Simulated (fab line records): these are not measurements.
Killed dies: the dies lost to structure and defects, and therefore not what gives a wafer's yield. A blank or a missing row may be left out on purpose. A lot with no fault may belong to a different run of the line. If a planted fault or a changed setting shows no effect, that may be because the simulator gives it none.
fab line records :: flow gf180mcu
record
  lots=12
  wafers=36
  last_day=34
route steps=602 shown V3@443 V4@476
lots untouched by any fault: they come from a run of this same line in which no faults occurred
start_h: hours from the record's first day to the start of the lot's first wafer shown :: wait_h: hours from the lot's prior step to this one :: " the same as in the row above :: L1.1+2: a row that stands for several wafers :: - no value, or no start given :: * or withheld: withheld :: < > ~ a bound
route shown NAME@n: a module of which the file shows steps, and the number in the route of the first :: usual: mean/standard deviation taken from wafers without a fault :: same: alike in all rows :: chamber/n: place in a boat :: sites: each site's reading :: _std_site: standard deviation of those values :: _edge_site: inner sites' mean taken away from outer sites' mean :: radius_mm: for every site, how far away it sits from the centre of the wafer :: mask NAME#n: copy n :: behind: tool/chamber where the wafer was last shaped :: hold: the reason the lot was held/the length of the hold in hours/how it ended :: device: the transistor (n, p or np) that didn't switch :: end of line: tests of these same wafers at the route's end :: a step without rows: its recipe alone :: killed: at the first sort, the dies lost to defects and structure; wafer yield is something else :: map: dies across one wafer; x = killed, . = not, _ = none there
set.NAME: setting as actually run; set.NAME@STEP: the setting as run at that earlier step :: model.NAME: the simulator's own value behind a step, which no gauge read
the route's steps for a sample of lots (tables are steps, rows are wafers)
services: from which hour (start_h, from the record's first day; less than 0 if before it) a tool's chamber was out of use, for how many hours, and why
## steps
# step GF_V3_CD_MEAS_14
# recipe
  target_cd_nm=260
# usual
  cd_nm=260.1/1.3
lot.wafer: L317.1
tool: cd_sem-02
chamber: -
start_h: 514.55
wait_h: 0.1
cd_nm: 260.8

lot.wafer: L317.2
tool: cd_sem-02
chamber: -
start_h: 514.55
wait_h: 0.1
cd_nm: 260.7

lot.wafer: L317.6
tool: cd_sem-02
chamber: -
start_h: 514.55
wait_h: 0.1
cd_nm: 261.1

lot.wafer: L318.1
tool: cd_sem-02
chamber: -
start_h: 524.77
wait_h: 0.1
cd_nm: 260.2

lot.wafer: L318.3
tool: cd_sem-02
chamber: -
start_h: 524.77
wait_h: 0.1
cd_nm: 260.0

lot.wafer: L318.6
tool: cd_sem-02
chamber: -
start_h: 524.77
wait_h: 0.1
cd_nm: 260.2

lot.wafer: L321.2
tool: cd_sem-01
chamber: -
start_h: 552.87
wait_h: 0.1
cd_nm: 260.2

lot.wafer: L321.3
tool: cd_sem-01
chamber: -
start_h: 552.87
wait_h: 0.1
cd_nm: 260.4

lot.wafer: L321.4
tool: cd_sem-01
chamber: -
start_h: 552.87
wait_h: 0.1
cd_nm: 260.0

lot.wafer: L322.1
tool: cd_sem-02
chamber: -
start_h: 561.00
wait_h: 0.1
cd_nm: 258.1

lot.wafer: L322.4
tool: cd_sem-02
chamber: -
start_h: 561.00
wait_h: 0.1
cd_nm: 257.5

lot.wafer: L322.6
tool: cd_sem-02
chamber: -
start_h: 561.00
wait_h: 0.1
cd_nm: 258.0

lot.wafer: L323.3
tool: cd_sem-02
chamber: -
start_h: 570.04
wait_h: 0.1
cd_nm: 259.1

lot.wafer: L323.4
tool: cd_sem-02
chamber: -
start_h: 570.04
wait_h: 0.1
cd_nm: 259.5

lot.wafer: L323.6
tool: cd_sem-02
chamber: -
start_h: 570.04
wait_h: 0.1
cd_nm: 260.3

lot.wafer: L324.2
tool: cd_sem-02
chamber: -
start_h: 579.41
wait_h: 0.1
cd_nm: 260.3

lot.wafer: L324.3
tool: cd_sem-02
chamber: -
start_h: 579.41
wait_h: 0.1
cd_nm: 260.0

lot.wafer: L324.5
tool: cd_sem-02
chamber: -
start_h: 579.41
wait_h: 0.1
cd_nm: 259.6

lot.wafer: L325.3
tool: cd_sem-01
chamber: -
start_h: 586.53
wait_h: 0.1
cd_nm: 261.4

lot.wafer: L325.4
tool: cd_sem-01
chamber: -
start_h: 586.53
wait_h: 0.1
cd_nm: 260.3

lot.wafer: L325.6
tool: cd_sem-01
chamber: -
start_h: 586.53
wait_h: 0.1
cd_nm: 260.4

lot.wafer: L326.1
tool: cd_sem-01
chamber: -
start_h: 589.90
wait_h: 0.1
cd_nm: 261.6

lot.wafer: L326.5
tool: cd_sem-01
chamber: -
start_h: 589.90
wait_h: 0.1
cd_nm: 262.1

lot.wafer: L326.6
tool: cd_sem-01
chamber: -
start_h: 589.90
wait_h: 0.1
cd_nm: 262.1

lot.wafer: L332.2
tool: cd_sem-02
chamber: -
start_h: 634.74
wait_h: 0.1
cd_nm: 259.3

lot.wafer: L332.3
tool: cd_sem-02
chamber: -
start_h: 634.74
wait_h: 0.1
cd_nm: 260.4

lot.wafer: L332.5
tool: cd_sem-02
chamber: -
start_h: 634.74
wait_h: 0.1
cd_nm: 260.2

lot.wafer: L337.1
tool: cd_sem-01
chamber: -
start_h: 668.35
wait_h: 0.1
cd_nm: 260.8

lot.wafer: L337.2
tool: cd_sem-01
chamber: -
start_h: 668.35
wait_h: 0.1
cd_nm: 260.6

lot.wafer: L337.4
tool: cd_sem-01
chamber: -
start_h: 668.35
wait_h: 0.1
cd_nm: 259.5

lot.wafer: L339.1
tool: cd_sem-01
chamber: -
start_h: 682.00
wait_h: 0.1
cd_nm: 258.3

lot.wafer: L339.2
tool: cd_sem-01
chamber: -
start_h: 682.00
wait_h: 0.1
cd_nm: 257.6

lot.wafer: L339.6
tool: cd_sem-01
chamber: -
start_h: 682.00
wait_h: 0.1
cd_nm: 258.9

lot.wafer: L340.1
tool: cd_sem-01
chamber: -
start_h: 689.45
wait_h: 0.1
cd_nm: 262.8

lot.wafer: L340.2
tool: cd_sem-01
chamber: -
start_h: 689.45
wait_h: 0.1
cd_nm: 263.0

lot.wafer: L340.3
tool: cd_sem-01
chamber: -
start_h: 689.45
wait_h: 0.1
cd_nm: 262.0
# step GF_V3_OVL_MEAS_15
# usual
  V3_OVL=0/6
lot.wafer: L317.1
tool: overlay-02
chamber: -
start_h: 514.67
wait_h: 0.1
V3_OVL[nm]: 0

lot.wafer: L317.2
tool: overlay-02
chamber: -
start_h: 514.67
wait_h: 0.1
V3_OVL[nm]: -2

lot.wafer: L317.6
tool: overlay-02
chamber: -
start_h: 514.67
wait_h: 0.1
V3_OVL[nm]: 2

lot.wafer: L318.1
tool: overlay-01
chamber: -
start_h: 524.89
wait_h: 0.1
V3_OVL[nm]: -6

lot.wafer: L318.3
tool: overlay-01
chamber: -
start_h: 524.89
wait_h: 0.1
V3_OVL[nm]: -8

lot.wafer: L318.6
tool: overlay-01
chamber: -
start_h: 524.89
wait_h: 0.1
V3_OVL[nm]: 0

lot.wafer: L321.2
tool: overlay-01
chamber: -
start_h: 552.98
wait_h: 0.1
V3_OVL[nm]: 4

lot.wafer: L321.3
tool: overlay-01
chamber: -
start_h: 552.98
wait_h: 0.1
V3_OVL[nm]: 1

lot.wafer: L321.4
tool: overlay-01
chamber: -
start_h: 552.98
wait_h: 0.1
V3_OVL[nm]: 8

lot.wafer: L322.1
tool: overlay-02
chamber: -
start_h: 561.12
wait_h: 0.1
V3_OVL[nm]: -2

lot.wafer: L322.4
tool: overlay-02
chamber: -
start_h: 561.12
wait_h: 0.1
V3_OVL[nm]: -2

lot.wafer: L322.6
tool: overlay-02
chamber: -
start_h: 561.12
wait_h: 0.1
V3_OVL[nm]: -1

lot.wafer: L323.3
tool: overlay-01
chamber: -
start_h: 570.13
wait_h: 0.1
V3_OVL[nm]: -5

lot.wafer: L323.4
tool: overlay-01
chamber: -
start_h: 570.13
wait_h: 0.1
V3_OVL[nm]: 5

lot.wafer: L323.6
tool: overlay-01
chamber: -
start_h: 570.13
wait_h: 0.1
V3_OVL[nm]: 5

lot.wafer: L324.2
tool: overlay-02
chamber: -
start_h: 579.52
wait_h: 0.1
V3_OVL[nm]: 1

lot.wafer: L324.3
tool: overlay-02
chamber: -
start_h: 579.52
wait_h: 0.1
V3_OVL[nm]: -2

lot.wafer: L324.5
tool: overlay-02
chamber: -
start_h: 579.52
wait_h: 0.1
V3_OVL[nm]: 0

lot.wafer: L325.3
tool: overlay-01
chamber: -
start_h: 586.62
wait_h: 0.1
V3_OVL[nm]: 3

lot.wafer: L325.4
tool: overlay-01
chamber: -
start_h: 586.62
wait_h: 0.1
V3_OVL[nm]: -3

lot.wafer: L325.6
tool: overlay-01
chamber: -
start_h: 586.62
wait_h: 0.1
V3_OVL[nm]: -4

lot.wafer: L326.1
tool: overlay-01
chamber: -
start_h: 590.02
wait_h: 0.1
V3_OVL[nm]: 6

lot.wafer: L326.5
tool: overlay-01
chamber: -
start_h: 590.02
wait_h: 0.1
V3_OVL[nm]: 4

lot.wafer: L326.6
tool: overlay-01
chamber: -
start_h: 590.02
wait_h: 0.1
V3_OVL[nm]: -2

lot.wafer: L332.2
tool: overlay-02
chamber: -
start_h: 634.84
wait_h: 0.1
V3_OVL[nm]: 18

lot.wafer: L332.3
tool: overlay-02
chamber: -
start_h: 634.84
wait_h: 0.1
V3_OVL[nm]: 14

lot.wafer: L332.5
tool: overlay-02
chamber: -
start_h: 634.84
wait_h: 0.1
V3_OVL[nm]: 5

lot.wafer: L337.1
tool: overlay-01
chamber: -
start_h: 668.47
wait_h: 0.1
V3_OVL[nm]: 9

lot.wafer: L337.2
tool: overlay-01
chamber: -
start_h: 668.47
wait_h: 0.1
V3_OVL[nm]: 1

lot.wafer: L337.4
tool: overlay-01
chamber: -
start_h: 668.47
wait_h: 0.1
V3_OVL[nm]: 3

lot.wafer: L339.1
tool: overlay-02
chamber: -
start_h: 682.12
wait_h: 0.1
V3_OVL[nm]: -9

lot.wafer: L339.2
tool: overlay-02
chamber: -
start_h: 682.12
wait_h: 0.1
V3_OVL[nm]: 6

lot.wafer: L339.6
tool: overlay-02
chamber: -
start_h: 682.12
wait_h: 0.1
V3_OVL[nm]: 7

lot.wafer: L340.1
tool: overlay-01
chamber: -
start_h: 689.57
wait_h: 0.1
V3_OVL[nm]: 10

lot.wafer: L340.2
tool: overlay-01
chamber: -
start_h: 689.57
wait_h: 0.1
V3_OVL[nm]: 7

lot.wafer: L340.3
tool: overlay-01
chamber: -
start_h: 689.57
wait_h: 0.1
V3_OVL[nm]: 3
# step GF_V3_STRIP_18
# recipe
  chemistry=O2/N2
  power_w=1400
  pressure_mtorr=1500
  platen_temp_c=250
  o2_flow_sccm=3000
  n2_flow_sccm=300
  overash_fraction=0.5
# usual
  drypump_motor_current_A=5.9/0.33
  heater_power_w=297/10
  oes_product_au=0.594/0.0048
lot.wafer: L317.1
tool: plasma_asher-03
chamber: 1
start_h: 514.84
wait_h: -
drypump_motor_current_A: 5.5
heater_power_w: 317
oes_product_au: 0.589
rf_hours_counter_h: 91

lot.wafer: L317.2
tool: plasma_asher-03
chamber: 0
start_h: 514.84
wait_h: -
drypump_motor_current_A: 5.9
heater_power_w: 306
oes_product_au: 0.595
rf_hours_counter_h: 91

lot.wafer: L317.6
tool: plasma_asher-03
chamber: 0
start_h: 514.84
wait_h: -
drypump_motor_current_A: 5.9
heater_power_w: 296
oes_product_au: 0.589
rf_hours_counter_h: -

lot.wafer: L318.1
tool: plasma_asher-03
chamber: 1
start_h: 525.05
wait_h: -
drypump_motor_current_A: 5.5
heater_power_w: 320
oes_product_au: 0.596
rf_hours_counter_h: 92

lot.wafer: L318.3
tool: plasma_asher-03
chamber: 0
start_h: 525.05
wait_h: -
drypump_motor_current_A: 5.9
heater_power_w: 295
oes_product_au: 0.602
rf_hours_counter_h: -

lot.wafer: L318.6
tool: plasma_asher-03
chamber: 0
start_h: 525.05
wait_h: -
drypump_motor_current_A: 5.9
heater_power_w: 288
oes_product_au: 0.597
rf_hours_counter_h: -

lot.wafer: L321.2
tool: plasma_asher-01
chamber: 1
start_h: 553.14
wait_h: -
drypump_motor_current_A: 6.2
heater_power_w: 302
oes_product_au: 0.597
rf_hours_counter_h: 13

lot.wafer: L321.3
tool: plasma_asher-01
chamber: 1
start_h: 553.14
wait_h: -
drypump_motor_current_A: 6.2
heater_power_w: 300
oes_product_au: 0.593
rf_hours_counter_h: -

lot.wafer: L321.4
tool: plasma_asher-01
chamber: 0
start_h: 553.14
wait_h: -
drypump_motor_current_A: 6.1
heater_power_w: 295
oes_product_au: 0.600
rf_hours_counter_h: -

lot.wafer: L322.1
tool: plasma_asher-01
chamber: 1
start_h: 561.29
wait_h: -
drypump_motor_current_A: 6.2
heater_power_w: 293
oes_product_au: 0.597
rf_hours_counter_h: 14

lot.wafer: L322.4
tool: plasma_asher-01
chamber: 1
start_h: 561.29
wait_h: -
drypump_motor_current_A: 6.2
heater_power_w: 304
oes_product_au: 0.590
rf_hours_counter_h: -

lot.wafer: L322.6
tool: plasma_asher-01
chamber: 0
start_h: 561.29
wait_h: -
drypump_motor_current_A: 6.1
heater_power_w: 300
oes_product_au: 0.595
rf_hours_counter_h: -

lot.wafer: L323.3
tool: plasma_asher-02
chamber: 1
start_h: 570.32
wait_h: -
drypump_motor_current_A: 6.1
heater_power_w: 288
oes_product_au: 0.597
rf_hours_counter_h: -

lot.wafer: L323.4
tool: plasma_asher-02
chamber: 0
start_h: 570.32
wait_h: -
drypump_motor_current_A: 5.3
heater_power_w: 280
oes_product_au: 0.601
rf_hours_counter_h: -

lot.wafer: L323.6
tool: plasma_asher-02
chamber: 1
start_h: 570.32
wait_h: -
drypump_motor_current_A: 6.1
heater_power_w: 291
oes_product_au: 0.595
rf_hours_counter_h: -

lot.wafer: L324.2
tool: plasma_asher-01
chamber: 1
start_h: 579.67
wait_h: -
drypump_motor_current_A: 6.2
heater_power_w: 298
oes_product_au: 0.594
rf_hours_counter_h: 16

lot.wafer: L324.3
tool: plasma_asher-01
chamber: 0
start_h: 579.67
wait_h: -
drypump_motor_current_A: 6.1
heater_power_w: 296
oes_product_au: 0.600
rf_hours_counter_h: -

lot.wafer: L324.5
tool: plasma_asher-01
chamber: 1
start_h: 579.67
wait_h: -
drypump_motor_current_A: 6.2
heater_power_w: 300
oes_product_au: 0.597
rf_hours_counter_h: -

lot.wafer: L325.3
tool: plasma_asher-02
chamber: 0
start_h: 586.81
wait_h: -
drypump_motor_current_A: 5.3
heater_power_w: 299
oes_product_au: 0.593
rf_hours_counter_h: -

lot.wafer: L325.4
tool: plasma_asher-02
chamber: 1
start_h: 586.81
wait_h: -
drypump_motor_current_A: 6.1
heater_power_w: 288
oes_product_au: 0.595
rf_hours_counter_h: -

lot.wafer: L325.6
tool: plasma_asher-02
chamber: 1
start_h: 586.81
wait_h: -
drypump_motor_current_A: 6.1
heater_power_w: 279
oes_product_au: 0.600
rf_hours_counter_h: -

lot.wafer: L326.1
tool: plasma_asher-03
chamber: 0
start_h: 590.19
wait_h: -
drypump_motor_current_A: 6.0
heater_power_w: 290
oes_product_au: 0.603
rf_hours_counter_h: 96

lot.wafer: L326.5
tool: plasma_asher-03
chamber: 1
start_h: 590.19
wait_h: -
drypump_motor_current_A: 5.5
heater_power_w: 308
oes_product_au: 0.588
rf_hours_counter_h: -

lot.wafer: L326.6
tool: plasma_asher-03
chamber: 0
start_h: 590.19
wait_h: -
drypump_motor_current_A: 5.9
heater_power_w: 296
oes_product_au: 0.599
rf_hours_counter_h: -

lot.wafer: L332.2
tool: plasma_asher-03
chamber: 1
start_h: 635.00
wait_h: -
drypump_motor_current_A: 5.5
heater_power_w: 309
oes_product_au: 0.598
rf_hours_counter_h: 100

lot.wafer: L332.3
tool: plasma_asher-03
chamber: 0
start_h: 635.00
wait_h: -
drypump_motor_current_A: 5.9
heater_power_w: 290
oes_product_au: 0.594
rf_hours_counter_h: -

lot.wafer: L332.5
tool: plasma_asher-03
chamber: 0
start_h: 635.00
wait_h: -
drypump_motor_current_A: 5.9
heater_power_w: 293
oes_product_au: 0.594
rf_hours_counter_h: -

lot.wafer: L337.1
tool: plasma_asher-02
chamber: 1
start_h: 668.64
wait_h: -
drypump_motor_current_A: 6.1
heater_power_w: 294
oes_product_au: 0.599
rf_hours_counter_h: 54

lot.wafer: L337.2
tool: plasma_asher-02
chamber: 0
start_h: 668.64
wait_h: -
drypump_motor_current_A: 5.3
heater_power_w: 282
oes_product_au: 0.598
rf_hours_counter_h: 54

lot.wafer: L337.4
tool: plasma_asher-02
chamber: 1
start_h: 668.64
wait_h: -
drypump_motor_current_A: 6.1
heater_power_w: 296
oes_product_au: 0.592
rf_hours_counter_h: -

lot.wafer: L339.1
tool: plasma_asher-03
chamber: 0
start_h: 682.29
wait_h: -
drypump_motor_current_A: 5.9
heater_power_w: 295
oes_product_au: 0.591
rf_hours_counter_h: 105

lot.wafer: L339.2
tool: plasma_asher-03
chamber: 1
start_h: 682.29
wait_h: -
drypump_motor_current_A: 5.5
heater_power_w: 315
oes_product_au: 0.592
rf_hours_counter_h: 105

lot.wafer: L339.6
tool: plasma_asher-03
chamber: 1
start_h: 682.29
wait_h: -
drypump_motor_current_A: 5.5
heater_power_w: 320
oes_product_au: 0.599
rf_hours_counter_h: -

lot.wafer: L340.1
tool: plasma_asher-02
chamber: 1
start_h: 689.74
wait_h: -
drypump_motor_current_A: 6.1
heater_power_w: 289
oes_product_au: 0.590
rf_hours_counter_h: 57

lot.wafer: L340.2
tool: plasma_asher-02
chamber: 0
start_h: 689.74
wait_h: -
drypump_motor_current_A: 5.3
heater_power_w: 286
oes_product_au: 0.595
rf_hours_counter_h: 57

lot.wafer: L340.3
tool: plasma_asher-02
chamber: 1
start_h: 689.74
wait_h: -
drypump_motor_current_A: 6.1
heater_power_w: 279
oes_product_au: 0.594
rf_hours_counter_h: -
# step GF_V4_CVD_00
# recipe
  material=SiO2
  target_thk_nm=600
  sigma_open_frac=0.3
  temp_c=400
  time_s=100
  sih4_flow_sccm=60
  pressure_mtorr=6
# usual
  sih4_flow_sccm=60.00/0.17
lot.wafer: L317.1
tool: hdpcvd-02
chamber: 1
start_h: 540.42
wait_h: 0.0
sih4_flow_sccm: 60.20

lot.wafer: L317.2
tool: hdpcvd-02
chamber: 2
start_h: 540.42
wait_h: 0.0
sih4_flow_sccm: 60.04

lot.wafer: L317.6
tool: hdpcvd-02
chamber: 0
start_h: 540.42
wait_h: 0.0
sih4_flow_sccm: 60.35

lot.wafer: L318.1
tool: hdpcvd-02
chamber: 0
start_h: 549.60
wait_h: 0.0
sih4_flow_sccm: 59.94

lot.wafer: L318.3
tool: hdpcvd-02
chamber: 1
start_h: 549.60
wait_h: 0.0
sih4_flow_sccm: 60.11

lot.wafer: L318.6
tool: hdpcvd-02
chamber: 2
start_h: 549.60
wait_h: 0.0
sih4_flow_sccm: 60.01

lot.wafer: L321.2
tool: hdpcvd-01
chamber: 1
start_h: 576.99
wait_h: 0.0
sih4_flow_sccm: 59.74

lot.wafer: L321.3
tool: hdpcvd-01
chamber: 2
start_h: 576.99
wait_h: 0.0
sih4_flow_sccm: 60.04

lot.wafer: L321.4
tool: hdpcvd-01
chamber: 2
start_h: 576.99
wait_h: 0.0
sih4_flow_sccm: 60.33

lot.wafer: L322.1
tool: hdpcvd-02
chamber: 0
start_h: 584.94
wait_h: 0.0
sih4_flow_sccm: 60.04

lot.wafer: L322.4
tool: hdpcvd-02
chamber: 2
start_h: 584.94
wait_h: 0.0
sih4_flow_sccm: 60.12

lot.wafer: L322.6
tool: hdpcvd-02
chamber: 0
start_h: 584.94
wait_h: 0.0
sih4_flow_sccm: 59.97

lot.wafer: L323.3
tool: hdpcvd-02
chamber: 2
start_h: 593.89
wait_h: 0.0
sih4_flow_sccm: 59.95

lot.wafer: L323.4
tool: hdpcvd-02
chamber: 0
start_h: 593.89
wait_h: 0.0
sih4_flow_sccm: 60.01

lot.wafer: L323.6
tool: hdpcvd-02
chamber: 1
start_h: 593.89
wait_h: 0.0
sih4_flow_sccm: 59.87

lot.wafer: L324.2
tool: hdpcvd-02
chamber: 2
start_h: 602.39
wait_h: 0.0
sih4_flow_sccm: 59.88

lot.wafer: L324.3
tool: hdpcvd-02
chamber: 0
start_h: 602.39
wait_h: 0.0
sih4_flow_sccm: 60.34

lot.wafer: L324.5
tool: hdpcvd-02
chamber: 0
start_h: 602.39
wait_h: 0.0
sih4_flow_sccm: 60.29

lot.wafer: L325.3
tool: hdpcvd-02
chamber: 1
start_h: 610.68
wait_h: 0.0
sih4_flow_sccm: 59.77

lot.wafer: L325.4
tool: hdpcvd-02
chamber: 2
start_h: 610.68
wait_h: 0.0
sih4_flow_sccm: 59.62

lot.wafer: L325.6
tool: hdpcvd-02
chamber: 1
start_h: 610.68
wait_h: 0.0
sih4_flow_sccm: 59.80

lot.wafer: L326.1
tool: hdpcvd-02
chamber: 0
start_h: 612.89
wait_h: 0.0
sih4_flow_sccm: 29.97

lot.wafer: L326.5
tool: hdpcvd-02
chamber: 2
start_h: 612.89
wait_h: 0.0
sih4_flow_sccm: 59.82

lot.wafer: L326.6
tool: hdpcvd-02
chamber: 0
start_h: 612.89
wait_h: 0.0
sih4_flow_sccm: 29.76

lot.wafer: L332.2
tool: hdpcvd-01
chamber: 0
start_h: 657.10
wait_h: 0.0
sih4_flow_sccm: 59.88

lot.wafer: L332.3
tool: hdpcvd-01
chamber: 2
start_h: 657.10
wait_h: 0.0
sih4_flow_sccm: 60.12

lot.wafer: L332.5
tool: hdpcvd-01
chamber: 1
start_h: 657.10
wait_h: 0.0
sih4_flow_sccm: 59.82

lot.wafer: L337.1
tool: hdpcvd-01
chamber: 2
start_h: 690.04
wait_h: 0.0
sih4_flow_sccm: 60.22

lot.wafer: L337.2
tool: hdpcvd-01
chamber: 0
start_h: 690.04
wait_h: 0.0
sih4_flow_sccm: 59.83

lot.wafer: L337.4
tool: hdpcvd-01
chamber: 0
start_h: 690.04
wait_h: 0.0
sih4_flow_sccm: 59.92

lot.wafer: L339.1
tool: hdpcvd-02
chamber: 2
start_h: 703.73
wait_h: 0.0
sih4_flow_sccm: 60.19

lot.wafer: L339.2
tool: hdpcvd-02
chamber: 0
start_h: 703.73
wait_h: 0.0
sih4_flow_sccm: 59.79

lot.wafer: L339.6
tool: hdpcvd-02
chamber: 2
start_h: 703.73
wait_h: 0.0
sih4_flow_sccm: 60.00

lot.wafer: L340.1
tool: hdpcvd-02
chamber: 2
start_h: 710.37
wait_h: 0.0
sih4_flow_sccm: 60.08

lot.wafer: L340.2
tool: hdpcvd-02
chamber: 0
start_h: 710.37
wait_h: 0.0
sih4_flow_sccm: 60.14

lot.wafer: L340.3
tool: hdpcvd-02
chamber: 1
start_h: 710.37
wait_h: 0.0
sih4_flow_sccm: 60.12
# step GF_V4_THK_MEAS_01
# recipe
  reads=SiO2_of_V4_CVD_00
# usual
  V4_CVD_00_THK=595/5.4
lot.wafer: L317.1
tool: film_metro-03
chamber: -
start_h: 540.49
wait_h: 0.0
V4_CVD_00_THK[nm]: 601

lot.wafer: L317.2
tool: film_metro-03
chamber: -
start_h: 540.49
wait_h: 0.0
V4_CVD_00_THK[nm]: 598

lot.wafer: L317.6
tool: film_metro-03
chamber: -
start_h: 540.49
wait_h: 0.0
V4_CVD_00_THK[nm]: 607

lot.wafer: L318.1
tool: film_metro-02
chamber: -
start_h: 549.68
wait_h: 0.0
V4_CVD_00_THK[nm]: 609

lot.wafer: L318.3
tool: film_metro-02
chamber: -
start_h: 549.68
wait_h: 0.0
V4_CVD_00_THK[nm]: 593

lot.wafer: L318.6
tool: film_metro-02
chamber: -
start_h: 549.68
wait_h: 0.0
V4_CVD_00_THK[nm]: 602

lot.wafer: L321.2
tool: film_metro-01
chamber: -
start_h: 577.07
wait_h: 0.0
V4_CVD_00_THK[nm]: 598

lot.wafer: L321.3
tool: film_metro-01
chamber: -
start_h: 577.07
wait_h: 0.0
V4_CVD_00_THK[nm]: 590

lot.wafer: L321.4
tool: film_metro-01
chamber: -
start_h: 577.07
wait_h: 0.0
V4_CVD_00_THK[nm]: 592

lot.wafer: L322.1
tool: film_metro-03
chamber: -
start_h: 585.01
wait_h: 0.0
V4_CVD_00_THK[nm]: 605

lot.wafer: L322.4
tool: film_metro-03
chamber: -
start_h: 585.01
wait_h: 0.0
V4_CVD_00_THK[nm]: 593

lot.wafer: L322.6
tool: film_metro-03
chamber: -
start_h: 585.01
wait_h: 0.0
V4_CVD_00_THK[nm]: 603

lot.wafer: L323.3
tool: film_metro-03
chamber: -
start_h: 593.98
wait_h: 0.1
V4_CVD_00_THK[nm]: 595

lot.wafer: L323.4
tool: film_metro-03
chamber: -
start_h: 593.98
wait_h: 0.1
V4_CVD_00_THK[nm]: 600

lot.wafer: L323.6
tool: film_metro-03
chamber: -
start_h: 593.98
wait_h: 0.1
V4_CVD_00_THK[nm]: 592

lot.wafer: L324.2
tool: film_metro-03
chamber: -
start_h: 602.47
wait_h: 0.0
V4_CVD_00_THK[nm]: 600

lot.wafer: L324.3
tool: film_metro-03
chamber: -
start_h: 602.47
wait_h: 0.0
V4_CVD_00_THK[nm]: 598

lot.wafer: L324.5
tool: film_metro-03
chamber: -
start_h: 602.47
wait_h: 0.0
V4_CVD_00_THK[nm]: 599

lot.wafer: L325.3
tool: film_metro-02
chamber: -
start_h: 610.86
wait_h: 0.1
V4_CVD_00_THK[nm]: 591

lot.wafer: L325.4
tool: film_metro-02
chamber: -
start_h: 610.86
wait_h: 0.1
V4_CVD_00_THK[nm]: 597

lot.wafer: L325.6
tool: film_metro-02
chamber: -
start_h: 610.86
wait_h: 0.1
V4_CVD_00_THK[nm]: 582

lot.wafer: L326.1
tool: film_metro-02
chamber: -
start_h: 612.97
wait_h: 0.0
V4_CVD_00_THK[nm]: 295

lot.wafer: L326.5
tool: film_metro-02
chamber: -
start_h: 612.97
wait_h: 0.0
V4_CVD_00_THK[nm]: 597

lot.wafer: L326.6
tool: film_metro-02
chamber: -
start_h: 612.97
wait_h: 0.0
V4_CVD_00_THK[nm]: 295

lot.wafer: L332.2
tool: film_metro-02
chamber: -
start_h: 657.18
wait_h: 0.0
V4_CVD_00_THK[nm]: 591

lot.wafer: L332.3
tool: film_metro-02
chamber: -
start_h: 657.18
wait_h: 0.0
V4_CVD_00_THK[nm]: 590

lot.wafer: L332.5
tool: film_metro-02
chamber: -
start_h: 657.18
wait_h: 0.0
V4_CVD_00_THK[nm]: 594

lot.wafer: L337.1
tool: film_metro-02
chamber: -
start_h: 690.11
wait_h: 0.0
V4_CVD_00_THK[nm]: 592

lot.wafer: L337.2
tool: film_metro-02
chamber: -
start_h: 690.11
wait_h: 0.0
V4_CVD_00_THK[nm]: 604

lot.wafer: L337.4
tool: film_metro-02
chamber: -
start_h: 690.11
wait_h: 0.0
V4_CVD_00_THK[nm]: 602

lot.wafer: L339.1
tool: film_metro-03
chamber: -
start_h: 703.80
wait_h: 0.0
V4_CVD_00_THK[nm]: 589

lot.wafer: L339.2
tool: film_metro-03
chamber: -
start_h: 703.80
wait_h: 0.0
V4_CVD_00_THK[nm]: 587

lot.wafer: L339.6
tool: film_metro-03
chamber: -
start_h: 703.80
wait_h: 0.0
V4_CVD_00_THK[nm]: 595

lot.wafer: L340.1
tool: film_metro-02
chamber: -
start_h: 710.44
wait_h: 0.0
V4_CVD_00_THK[nm]: 593

lot.wafer: L340.2
tool: film_metro-02
chamber: -
start_h: 710.44
wait_h: 0.0
V4_CVD_00_THK[nm]: 590

lot.wafer: L340.3
tool: film_metro-02
chamber: -
start_h: 710.44
wait_h: 0.0
V4_CVD_00_THK[nm]: 593
## services
tool: hdpcvd-01
chamber: -
start_h: 504.27
hours: 4.3
kind: pm

tool: hdpcvd-01
chamber: -
start_h: 522.58
hours: 6.0
kind: pm

tool: hdpcvd-01
chamber: -
start_h: 532.88
hours: 0.3
kind: repair

tool: plasma_asher-03
chamber: -
start_h: 535.90
hours: 25.8
kind: repair

tool: hdpcvd-01
chamber: -
start_h: 539.25
hours: 15.0
kind: pm

tool: hdpcvd-01
chamber: 0
start_h: 539.25
hours: 15.0
kind: vent_cycle

tool: hdpcvd-01
chamber: 1
start_h: 539.25
hours: 15.0
kind: vent_cycle

tool: hdpcvd-01
chamber: 2
start_h: 539.25
hours: 15.0
kind: vent_cycle

tool: plasma_asher-02
chamber: -
start_h: 550.68
hours: 2.8
kind: pm

tool: hdpcvd-01
chamber: 0
start_h: 554.25
hours: -
kind: clean

tool: hdpcvd-01
chamber: 1
start_h: 554.25
hours: -
kind: clean

tool: hdpcvd-01
chamber: 2
start_h: 554.25
hours: -
kind: clean

tool: hdpcvd-02
chamber: -
start_h: 565.12
hours: 14.6
kind: pm

tool: hdpcvd-02
chamber: -
start_h: 595.71
hours: 0.2
kind: repair

tool: plasma_asher-03
chamber: -
start_h: 611.87
hours: 9.8
kind: repair

tool: hdpcvd-02
chamber: -
start_h: 637.95
hours: 0.9
kind: repair

tool: plasma_asher-02
chamber: -
start_h: 643.42
hours: 0.5
kind: repair

tool: hdpcvd-01
chamber: 0
start_h: 649.91
hours: 4.9
kind: repair

tool: hdpcvd-01
chamber: -
start_h: 650.52
hours: 0.8
kind: pm

tool: plasma_asher-03
chamber: -
start_h: 657.16
hours: 2.8
kind: pm

tool: plasma_asher-03
chamber: -
start_h: 684.96
hours: 3.8
kind: repair
## key
first_sign
  step=GF_V4_CVD_00
  reading=sih4_flow_sccm
  direction=down
  sigmas=99+
  usual=60.00
  struck=29.86
effect
  step=GF_V4_THK_MEAS_01
  reading=V4_CVD_00_THK
  direction=down
  sigmas=56
  usual=595
  struck=295
met_at GF_V4_CVD_00
struck_lots L326
struck_wafers L326.1,L326.6
not_acting_at GF_V3_CD_MEAS_14,GF_V3_OVL_MEAS_15,GF_V3_STRIP_18
onset_between 602.39 612.89
fault
  kind=process_parameter_drift
  tool=hdpcvd-02
  chamber=0
  onset_h=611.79
  steps=GF_V4_CVD_00
  channel=sih4_flow_sccm
  offset=-30
  shape=step
  end_h=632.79
  acts_in=these_recipes_only
  stated=60
